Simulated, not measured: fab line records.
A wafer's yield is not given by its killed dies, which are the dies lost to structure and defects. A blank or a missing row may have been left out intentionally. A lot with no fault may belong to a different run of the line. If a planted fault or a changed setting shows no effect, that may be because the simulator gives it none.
fab line records -- flow sky130 -- part 2 of 2: steps 25 to 38 of 38
record: lots: 5, wafers: 15, last-day: 50
route steps=708 shown FIELD_ISO@8 NWELL@32 DNWELL@35 PWDE@45
lots with no fault: from the same line, run without faults
start-h: hours from the record's first day to the start of the lot's first wafer shown -- wait-h: hours from the lot's prior step to this one -- " as in the row above -- L1.1+2: one row covering several wafers at once -- - either no value or no given start -- * or withheld: withheld -- < > ~ a bound
route shown NAME@n: NAME is a module with steps in the file, n the number in the route of the first one -- usual: the fault-free wafers' mean and standard deviation -- same: alike in all rows -- chamber/n: place in a boat -- sites: the reading at each site -- _std_site: standard deviation of those values -- _edge_site: the outer-site mean with the inner-site mean subtracted -- radius-mm: how far each site lies from the wafer's centre -- mask NAME#n: copy n -- behind: the most recent tool/chamber to have shaped the wafer -- hold: cause of the lot's hold/its duration in hours/its outcome -- device: whichever transistor did not switch (one of n, p or np) -- end of line: tests run on the same wafers once the route is complete -- a step with no rows: only its recipe -- killed: count of dies lost to structure and defects at first sort (not the wafer's yield) -- map: a wafer's dies, x killed, . not, _ none there
set.NAME: the setting the step ran with; set.NAME@STEP: the setting that earlier step ran with -- model.NAME: the simulator's own value behind a step, which no gauge read
lots at some steps of the route; a table a step, a row a wafer
services: when a tool's chamber went out of use (start-h, in hours from the record's first day, below 0 if earlier), for how many hours, and the reason
== steps ==
step: SKY_NWELL_CLEAN_00
recipe: chemistry: SC1/SC2, mix: 1:4:20, temp-c: 70, time-s: 150, dry: n2-spin
usual: temp-c: 70.02/0.11
lot.wafer,tool,chamber,start-h,wait-h,temp-c
L075.3,wet-bench-02,1,50.86,0.0,70.03
L075.4,wet-bench-02,1,50.86,0.0,70.04
L075.5,wet-bench-02,1,50.86,0.0,70.06
L077.1,wet-bench-01,1,60.57,0.0,70.08
L077.2,wet-bench-01,1,60.57,0.0,70.07
L077.3,wet-bench-01,1,60.57,0.0,70.04
L083.1,wet-bench-01,3,84.05,0.0,70.00
L083.5,wet-bench-01,3,84.05,0.0,69.97
L083.6,wet-bench-01,3,84.05,0.0,69.93
L095.1,wet-bench-02,0,144.67,0.0,70.01
L095.4,wet-bench-02,0,144.67,0.0,70.10
L095.6,wet-bench-02,0,144.67,0.0,70.10
L096.3,wet-bench-04,0,147.00,0.0,69.84
L096.5,wet-bench-04,0,147.00,0.0,69.79
L096.6,wet-bench-04,0,147.00,0.0,69.97
step: SKY_NWELL_OXIDATION_01
recipe: temp-c: 900, ambient: O2, stabilise-s: 600, purge-s: 300, target-thk-a: 100, ox-time-s: 1418
usual: spike-tc-bottom-C: 920/3.2, spike-tc-upper-C: 900.5/1.1
lot.wafer,tool,chamber,start-h,wait-h,spike-tc-bottom-C,spike-tc-upper-C
L075.3,furnace-02,0,56.81,5.9,922,900.5
L075.4,furnace-02,0,56.81,5.9,922,899.6
L075.5,furnace-02,0,56.81,5.9,921,899.0
L077.1,furnace-02,0,65.05,4.4,923,901.4
L077.2,furnace-02,0,65.05,4.4,922,900.6
L077.3,furnace-02,0,65.05,4.4,923,902.1
L083.1,furnace-02,0,88.81,4.7,923,900.2
L083.5,furnace-02,0,88.81,4.7,923,900.9
L083.6,furnace-02,0,88.81,4.7,922,900.4
L095.1,furnace-02,0,145.27,0.5,923,900.6
L095.4,furnace-02,0,145.27,0.5,923,899.7
L095.6,furnace-02,0,145.27,0.5,923,899.8
L096.3,furnace-02,0,148.18,1.1,923,900.8
L096.5,furnace-02,0,148.18,1.1,923,901.1
L096.6,furnace-02,0,148.18,1.1,924,899.9
step: SKY_NWELL_THK_MEAS_02
recipe: reads: SiO2_of_NWELL_OXIDATION_01
usual: NWELL_OXIDATION_THK: 10.18/0.2
lot.wafer,tool,chamber,start-h,wait-h,NWELL_OXIDATION_THK[nm]
L075.3,film-metro-02,-,58.23,0.0,10.02
L075.4,film-metro-02,-,58.23,0.0,9.98
L075.5,film-metro-02,-,58.23,0.0,9.91
L077.1,film-metro-02,-,66.45,0.0,10.35
L077.2,film-metro-02,-,66.45,0.0,10.25
L077.3,film-metro-02,-,66.45,0.0,10.41
L083.1,film-metro-01,-,90.27,0.1,10.23
L083.5,film-metro-01,-,90.27,0.1,10.30
L083.6,film-metro-01,-,90.27,0.1,10.26
L095.1,film-metro-04,-,146.66,0.0,10.42
L095.4,film-metro-04,-,146.66,0.0,10.30
L095.6,film-metro-04,-,146.66,0.0,10.18
L096.3,film-metro-04,-,149.59,0.0,10.23
L096.5,film-metro-04,-,149.59,0.0,10.27
L096.6,film-metro-04,-,149.59,0.0,10.18
step: SKY_DNWELL_DEHYDRATE_00
recipe: temp-c: 200, time-s: 60
lot.wafer,tool,chamber,start-h,wait-h
L075.3+4+5,litho-track-03,0,64.46,6.2
L077.1+2+3,litho-track-01,0,74.58,8.1
L083.1+5+6,litho-track-03,0,97.81,7.5
L095.1+4+6,litho-track-01,0,155.03,8.4
L096.3+5+6,litho-track-02,0,158.63,9.0
step: SKY_DNWELL_HMDS_01
recipe: prime-time-s: 60, prime-temp-c: 120
lot.wafer,tool,chamber,start-h,wait-h
L075.3+4+5,litho-track-03,0,64.61,0.1
L077.1+2+3,litho-track-01,0,74.73,0.1
L083.1+5+6,litho-track-03,0,97.96,0.1
L095.1+4+6,litho-track-01,0,155.18,0.1
L096.3+5+6,litho-track-02,0,158.78,0.1
step: SKY_DNWELL_COAT_02
recipe: spin-rpm: 2000, resist-thk-nm: 3000
lot.wafer,tool,chamber,start-h,wait-h
L075.3+4+5,litho-track-03,0,64.76,0.1
L077.1+2+3,litho-track-01,0,74.88,0.1
L083.1+5+6,litho-track-03,0,98.11,0.1
L095.1+4+6,litho-track-01,0,155.33,0.1
L096.3+5+6,litho-track-02,0,158.93,0.1
step: SKY_DNWELL_SOFTBAKE_03
recipe: temp-c: 110, time-s: withheld
lot.wafer,tool,chamber,start-h,wait-h
L075.3+4+5,litho-track-03,0,64.93,0.1
L077.1+2+3,litho-track-01,0,75.03,0.1
L083.1+5+6,litho-track-03,0,98.26,0.1
L095.1+4+6,litho-track-01,0,155.48,0.1
L096.3+5+6,litho-track-02,0,159.09,0.1
step: SKY_DNWELL_EXPOSE_04
recipe: mask-id: DNM, na: 0.57, target-cd-nm: 3000, dose-mj: 222
usual: reticle-temp-C: 23.00/0.12
lot.wafer,tool,chamber,start-h,wait-h,mask,reticle-temp-C
L075.3,iline-stepper-02,0,-,-,DNM#0,22.88
L075.4,iline-stepper-02,0,-,-,DNM#0,23.02
L075.5,iline-stepper-02,0,-,-,DNM#0,23.00
L077.1,iline-stepper-02,0,-,-,DNM#0,23.14
L077.2,iline-stepper-02,0,-,-,DNM#0,22.96
L077.3,iline-stepper-02,0,-,-,DNM#0,23.21
L083.1,iline-stepper-01,0,-,-,DNM#0,23.08
L083.5,iline-stepper-01,0,-,-,DNM#0,22.93
L083.6,iline-stepper-01,0,-,-,DNM#0,23.07
L095.1,iline-stepper-01,0,-,-,DNM#0,23.08
L095.4,iline-stepper-01,0,-,-,DNM#0,23.04
L095.6,iline-stepper-01,0,-,-,DNM#0,23.08
L096.3,iline-stepper-01,0,-,-,DNM#0,22.69
L096.5,iline-stepper-01,0,-,-,DNM#0,22.90
L096.6,iline-stepper-01,0,-,-,DNM#0,22.89
step: SKY_DNWELL_PEB_05
recipe: temp-c: 115, time-s: withheld
lot.wafer,tool,chamber,start-h,wait-h
L075.3+4+5,litho-track-02,0,-,-
L077.1+2+3,litho-track-01,0,-,-
L083.1+5+6,litho-track-01,0,-,-
L095.1+4+6,litho-track-01,0,-,-
L096.3+5+6,litho-track-03,0,-,-
step: SKY_DNWELL_DEVELOP_06
recipe: wall-angle-deg: 90, developer: TMAH, develop-time-s: 60, dev-temp-c: 23
lot.wafer,tool,chamber,start-h,wait-h
L075.3+4+5,litho-track-02,0,-,-
L077.1+2+3,litho-track-01,0,-,-
L083.1+5+6,litho-track-01,0,-,-
L095.1+4+6,litho-track-01,0,-,-
L096.3+5+6,litho-track-03,0,-,-
step: SKY_DNWELL_IMPLANT_07
recipe: species: P, energy-kev: withheld, dose-cm2: withheld, tilt-deg: withheld
same: implant-ion-amu: *
lot.wafer,tool,chamber,start-h,wait-h
L075.3+4+5,implanter-04,0,72.98,-
L077.1+2+3,implanter-04,0,82.33,-
L083.1+5+6,implanter-01,0,106.93,-
L095.1+4+6,implanter-03,0,165.93,-
L096.3+5+6,implanter-04,0,168.91,-
step: SKY_DNWELL_STRIP_08
recipe: chemistry: O2/N2, power-w: 1400, pressure-mtorr: 1500, platen-temp-c: withheld, o2-flow-sccm: 3000, n2-flow-sccm: 300, overash-fraction: 0.5
usual: drypump-motor-current-A: 6.0/0.37, oes-product-au: 0.722/0.0047, strip-time-to-endpoint-s: 36.92/0.11
lot.wafer,tool,chamber,start-h,wait-h,drypump-motor-current-A,oes-product-au,rf-hours-counter-h,strip-time-to-endpoint-s
L075.3,plasma-asher-03,1,73.11,0.1,6.1,0.724,-,36.76
L075.4,plasma-asher-03,0,73.11,0.1,6.5,0.728,-,36.82
L075.5,plasma-asher-03,1,73.11,0.1,6.1,0.727,-,36.84
L077.1,plasma-asher-01,1,82.48,0.1,6.2,0.733,40,36.99
L077.2,plasma-asher-01,0,82.48,0.1,5.5,0.721,40,36.97
L077.3,plasma-asher-01,1,82.48,0.1,6.2,0.717,-,36.93
L083.1,plasma-asher-01,0,107.08,0.1,5.5,0.721,42,37.01
L083.5,plasma-asher-01,1,107.08,0.1,6.2,0.725,-,37.06
L083.6,plasma-asher-01,0,107.08,0.1,5.5,0.721,-,37.07
L095.1,plasma-asher-02,1,166.08,0.1,5.6,0.721,47,37.00
L095.4,plasma-asher-02,0,166.08,0.1,5.6,0.725,-,37.01
L095.6,plasma-asher-02,1,166.08,0.1,5.6,0.721,-,36.93
L096.3,plasma-asher-01,0,169.04,0.1,5.5,0.717,-,37.09
L096.5,plasma-asher-01,0,169.04,0.1,5.5,0.733,-,36.99
L096.6,plasma-asher-01,1,169.04,0.1,6.2,0.723,-,37.00
step: SKY_DNWELL_TW_MEAS_09
usual: DNWELL_TW: 1120/6.7
lot.wafer,tool,chamber,start-h,wait-h,DNWELL_TW
L075.3,film-metro-04,-,73.20,0.1,1115
L075.4,film-metro-04,-,73.20,0.1,1121
L075.5,film-metro-04,-,73.20,0.1,1112
L077.1,film-metro-01,-,82.58,0.1,1112
L077.2,film-metro-01,-,82.58,0.1,1114
L077.3,film-metro-01,-,82.58,0.1,1121
L083.1,film-metro-01,-,107.18,0.1,1117
L083.5,film-metro-01,-,107.18,0.1,1121
L083.6,film-metro-01,-,107.18,0.1,1116
L095.1,film-metro-04,-,166.18,0.1,1121
L095.4,film-metro-04,-,166.18,0.1,1123
L095.6,film-metro-04,-,166.18,0.1,1118
L096.3,film-metro-04,-,169.13,0.1,1126
L096.5,film-metro-04,-,169.13,0.1,1127
L096.6,film-metro-04,-,169.13,0.1,1128
step: SKY_PWDE_DEHYDRATE_00
recipe: temp-c: 200, time-s: 60
lot.wafer,tool,chamber,start-h,wait-h
L075.3+4+5,litho-track-01,0,80.43,7.2
L077.1+2+3,litho-track-01,0,90.08,7.5
L083.1+5+6,litho-track-01,0,115.68,8.5
L095.1+4+6,litho-track-04,0,175.61,9.4
L096.3+5+6,litho-track-02,0,179.33,10.2
== services ==
tool,chamber,start-h,hours,kind
implanter-04,-,11.83,0.9,repair
cmp-01,-,15.70,1.3,repair
krf-scanner-01,-,17.33,1.0,pm
furnace-02,-,17.78,6.0,pm
cmp-01,-,33.31,0.7,repair
iline-stepper-01,-,34.80,6.3,repair
hdpcvd-01,-,42.76,1.1,repair
iline-stepper-01,-,42.79,1.7,pm
rie-diel-02,3,52.25,2.3,repair
rie-diel-04,2,52.46,8.5,repair
plasma-asher-04,-,59.15,2.8,pm
rie-diel-04,-,73.73,0.3,repair
rie-si-02,3,74.63,13.1,repair
rie-si-02,2,88.59,3.5,repair
wet-bench-01,-,106.44,1.9,pm
plasma-asher-01,-,108.75,9.0,pm
krf-scanner-01,-,110.59,1.3,pm
rie-diel-02,-,112.60,2.8,pm
krf-scanner-01,-,113.39,0.8,pm
rie-si-02,-,117.18,4.3,pm
krf-scanner-01,-,118.99,3.6,pm
furnace-02,-,122.98,4.1,pm
wet-bench-01,-,169.25,3.4,repair
krf-scanner-01,-,175.68,4.4,pm
